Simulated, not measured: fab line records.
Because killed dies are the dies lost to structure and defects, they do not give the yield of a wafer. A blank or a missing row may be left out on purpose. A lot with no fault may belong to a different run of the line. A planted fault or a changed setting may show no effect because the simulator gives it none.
A lot that was struck, set against a sound lot | flow gf180mcu | 13 out of 602 route steps
Sound: the wafers L708.2, L708.4, L708.5. Wafers L714.1, L714.2, L714.3 were the ones struck. The cause comes at the end.
At each step with rows: each side's tool, then ch and its chambers, then its first start. Under that, the readings that differ: sound wafers | struck wafers | difference of the means | sigmas: that difference in standard deviations of wafers without a fault.
alike: readings whose means differ by less than 2 such deviations, and words and numbers that are the same on both sides. not compared: withheld readings, readings that some wafer has no value for, bounds like >300 that may hide the same value, and numbers for which the record gives no deviation and whose values overlap.
Wherever a step has rows on one side only, a row that says differs or no value, or a row with sigmas, the two part there. When numbers do not overlap yet have no deviation, they are printed without sigmas and do not part them. Lack of a reading on every wafer of one side parts them only where that side has two or more wafers.

first, 3 steps without rows for these wafers: GF_STI_EXPOSE_09 (exposes mask COMP, target cd 220 nm); GF_STI_PEB_10 (peb time 90 s); GF_STI_DEVELOP_11 (develop time 60 s).
GF_STI_CD_MEAS_12: the cd target is 220 nm.
  struck on cd sem-01, day 4 04:13; sound on cd sem-01, day 2 21:42
  alike: cd nm
GF_STI_ETCH_13: etches the open film in CHF3/O2, stops on Si, target depth 282.31 nm, time 112.9 s.
  sound on rie diel-01 ch 0,2,3, day 2 21:48; struck on rie diel-01 ch 0,1,3, day 4 04:20
  reading               | sound             | struck            | difference | sigmas
  oes product au (a.u.) | 0.836 0.837 0.847 | 0.824 0.828 0.828 | -0.013     | -2
  alike: drypump motor current A, throttle valve pct
  not compared: rf hours counter h
GF_STI_ETCH_14: etches Si in HBr/Cl2/O2, target depth 360 nm, time 102.9 s.
  sound on rie si-01 ch 0,1, day 2 21:53; struck on rie si-02 ch 0,2,3, day 4 04:25
  alike: drypump motor current A, he backside leak sccm, oes product au, throttle valve pct
  not compared: rf hours counter h
GF_STI_STRIP_15: strips in O2/N2.
  sound on plasma asher-04 ch 1, day 2 21:57; struck on plasma asher-04 ch 0,1, day 4 04:29
  alike: drypump motor current A, heater power w, n2 flow sccm, oes product au, strip time to endpoint s
  not compared: rf hours counter h
then, 5 steps without rows for these wafers: GF_STI_CLEAN_16 (cleans in dHF, time 25 s); GF_STI_WET_ETCH_17 (etches Si3N4 in H3PO4, target depth 45 nm, time 514 s); GF_STI_CLEAN_18 (cleans in SC1/SC2, time 150 s); GF_STI_CLEAN_19 (cleans in dHF, time 20 s); GF_STI_WET_ETCH_20 (etches SiO2 in dHF, target depth 20 nm, time 400 s).
GF_STI_OXIDATION_21: stabilise 600 s, purge 300 s, target thk 15 nm.
  sound on furnace-01 ch 0, day 3 01:28; struck on furnace-02, day 4 06:15
  no value came back on the struck wafers for ox temp c (C), ox temp c max, spike tc centre C (C); on the sound wafers ox temp c (C) reads 999.3 999.3 999.8

WHERE THEY PART
Last at GF_STI_OXIDATION_21 as far as this record goes, first at GF_STI_ETCH_13.

WHY: whatever the simulator had introduced
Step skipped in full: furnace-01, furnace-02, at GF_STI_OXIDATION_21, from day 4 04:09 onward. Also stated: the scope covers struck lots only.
